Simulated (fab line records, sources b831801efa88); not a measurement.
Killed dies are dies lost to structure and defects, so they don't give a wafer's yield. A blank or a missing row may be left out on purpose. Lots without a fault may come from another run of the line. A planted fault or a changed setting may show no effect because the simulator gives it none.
One fault seen from 2 desks | flow gf180mcu | each desk has only its own numbers; what lay behind them comes last

THE METROLOGY DESK
What the gauges read, lot by lot, whatever tool the lot ran on: means of the sampled wafers that have a number. A lot is out of limits, marked OUT, if its mean lies more than 4 standard deviations from the usual mean; the brackets give that distance.
Columns: A = cd_nm at GF_M3_CD_MEAS_14, usual 280.1 nm; B = V3_CVD_02_THK at GF_V3_THK_MEAS_03, usual 849 nm
lot  | first seen here | A     | B
L291 | day 21 16:04    | 279.2 | 837
L293 | day 22 10:09    | 280.9 | 848
L294 | day 22 18:46    | 281.0 | 847
L297 | day 23 21:43    | 279.5 | 848
L298 | day 24 03:04    | 278.9 | 850
L299 | day 24 10:25    | 281.5 | 841
L300 | day 24 22:08    | 280.1 | 854
L301 | day 25 08:29    | 279.7 | 849
L304 | day 26 04:45    | 278.5 | 840
L309 | day 27 14:20    | 282.2 | 843
L311 | day 28 09:04    | 279.3 | 743 (-9.6) OUT
L312 | day 28 13:01    | 280.7 | 734 (-10) OUT
This desk's finding: out of limits on L311, L312; first on L311, day 28 10:04 (V3_CVD_02_THK at GF_V3_THK_MEAS_03). In limits: L291, L293, L294, L297, L298, L299, L300, L301, L304, L309.

THE TOOL OWNER'S DESK: pecvd-02
The tool's own readings at GF_V3_CVD_02 (deposits SiO2 from TEOS, target thk 850 nm, time 94.851 s): means of the sampled wafers that have a number, for each lot that ran on this tool. A lot is out of limits, marked OUT, if its mean lies more than 4 standard deviations from the usual mean; the brackets give that distance.
Columns: A = heater_power_w at GF_V3_CVD_02, usual 644 W; B = run_length_s at GF_V3_CVD_02, usual 122.7 s
lot  | first seen here | A   | B
L299 | day 24 11:21    | 564 | 122.5
L301 | day 25 09:24    | 617 | 122.3
L304 | day 26 05:41    | 502 | 122.7
L311 | day 28 10:00    | 523 | 109.9 (-25) OUT
L312 | day 28 13:57    | 547 | 110.0 (-25) OUT
This desk's finding: out of limits on L311, L312; first on L311, day 28 10:00 (run_length_s at GF_V3_CVD_02). In limits: L299, L301, L304.

PUT TOGETHER
The tool owner's desk could have raised an alarm at day 28 10:00, on L311, L312.
The metrology desk could have raised an alarm at day 28 10:04, on L311, L312.
Of the lots named, all ran GF_V3_CVD_02 on pecvd-02.

WHAT THE SIMULATOR HAD PUT IN
Process parameter drift: pecvd-02, from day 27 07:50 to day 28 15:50, at GF_V3_CVD_02. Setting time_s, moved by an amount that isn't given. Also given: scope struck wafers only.
Lots struck among those shown: L311, L312.
Hours from the fault's start to each desk's first reading out of limits: the tool owner's desk, 26; the metrology desk, 26.
